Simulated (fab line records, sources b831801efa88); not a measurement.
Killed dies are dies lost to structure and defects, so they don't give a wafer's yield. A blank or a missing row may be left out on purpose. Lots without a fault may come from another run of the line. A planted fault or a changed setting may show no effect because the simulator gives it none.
A struck lot beside a sound one | flow sky130 | 24 steps out of a route of 708
Sound: wafers L128.1, L128.4, L128.5. Struck: wafers L143.1, L143.2, L143.3. The cause comes at the end.
At each step with rows: each side's tool, then ch and its chambers, then its first start. Under that, the readings that differ: sound wafers | struck wafers | difference of the means | sigmas: that difference in standard deviations of wafers without a fault.
alike: readings whose means differ by less than 2 such deviations, and words and numbers that are the same on both sides. not compared: withheld readings, readings that some wafer has no value for, bounds like >300 that may hide the same value, and numbers for which the record gives no deviation and whose values overlap.
The two part at a step that has a row with sigmas, a row that says differs or no value, or rows on one side only. Numbers that don't overlap but have no deviation are shown without sigmas and don't part them. A reading that every wafer of one side lacks parts them only if that side has two wafers or more.

first, 8 steps without rows for these wafers: SKY_RES_XHIGH_DEHYDRATE_00 (time 60 s); SKY_RES_XHIGH_HMDS_01 (prime time 60 s); SKY_RES_XHIGH_COAT_02 (resist thk 1140 nm); SKY_RES_XHIGH_SOFTBAKE_03 (time 60 s); SKY_RES_XHIGH_EXPOSE_04 (exposes mask URPM, target cd 1270 nm); SKY_RES_XHIGH_PEB_05; SKY_RES_XHIGH_DEVELOP_06 (develop time 60 s); SKY_RES_XHIGH_IMPLANT_07.
SKY_RES_XHIGH_STRIP_08: strips in O2/N2.
  sound on plasma_asher-04 ch 0,1, day 28 14:40; struck on plasma_asher-01 ch 0,1, day 33 11:52
  alike: drypump_motor_current_A, oes_product_au, strip_time_to_endpoint_s
  not compared: rf_hours_counter_h
SKY_RES_XHIGH_TW_MEAS_09:
  sound on film_metro-03, day 28 14:46; struck on film_metro-03, day 33 11:58
  alike: RES_XHIGH_TW
then, 2 steps without rows for these wafers: SKY_SD_N_DEHYDRATE_00 (time 60 s); SKY_SD_N_HMDS_01 (prime time 60 s).
SKY_SD_N_COAT_02: resist thk 1140 nm.
  sound on litho_track-04 ch 0, day 29 04:49; struck on litho_track-04 ch 0, day 34 00:52
  reading                                   | sound          | struck         | difference | sigmas
  model.NOVOLAK_of_SD_N_COAT_02.thk_nm (nm) | 1141 1135 1136 | 1090 1086 1088 | -49        |
  alike: exhaust_pa, resist_line_temp_C, spin_speed_rpm
then, 3 steps without rows for these wafers: SKY_SD_N_SOFTBAKE_03 (time 60 s); SKY_SD_N_EXPOSE_04 (exposes mask NSDM, target cd 380 nm); SKY_SD_N_PEB_05.
SKY_SD_N_DEVELOP_06: develop time 60 s.
  sound on litho_track-03 ch 0, day 29 18:49; struck on litho_track-01 ch 0, day 34 14:02
  reading                                   | sound          | struck         | difference | sigmas
  model.NOVOLAK_of_SD_N_COAT_02.thk_nm (nm) | 1141 1134 1136 | 1090 1085 1088 | -49        |
  alike: developer_temp_C, exhaust_pa, resist_line_temp_C
SKY_SD_N_CD_MEAS_07: target cd 380 nm.
  sound on cd_sem-01, day 29 18:58; struck on cd_sem-02, day 34 14:11
  reading    | sound             | struck            | difference | sigmas
  cd_nm (nm) | 377.2 378.8 380.0 | 383.2 386.4 383.9 | +5.8       | +3
SKY_SD_N_OVL_MEAS_08:
  sound on overlay-02, day 29 19:05; struck on overlay-02, day 34 14:19
  alike: SD_N_OVL
then, 2 steps without rows for these wafers: SKY_SD_N_IMPLANT_09; SKY_SD_N_IMPLANT_10.
SKY_SD_N_STRIP_11: strips in O2/N2.
  sound on plasma_asher-04 ch 0,1, day 29 19:26; struck on plasma_asher-04 ch 0,1, day 34 14:39
  reading                      | sound             | struck            | difference | sigmas
  strip_time_to_endpoint_s (s) | 22.56 22.50 22.49 | 21.96 21.94 21.92 | -0.58      | -15
  alike: drypump_motor_current_A, oes_product_au
  not compared: rf_hours_counter_h
SKY_SD_N_TW_MEAS_12:
  sound on film_metro-04, day 29 19:32; struck on film_metro-02, day 34 14:45
  alike: SD_N_TW
SKY_PAD_OPEN_PROBE_99:
  the record has rows for the sound wafers here (prober-02, day 47 09:05) and none for the struck ones

WHERE THEY PART
First at SKY_SD_N_CD_MEAS_07; last, within this record, at SKY_PAD_OPEN_PROBE_99.

WHY: what the simulator had put in
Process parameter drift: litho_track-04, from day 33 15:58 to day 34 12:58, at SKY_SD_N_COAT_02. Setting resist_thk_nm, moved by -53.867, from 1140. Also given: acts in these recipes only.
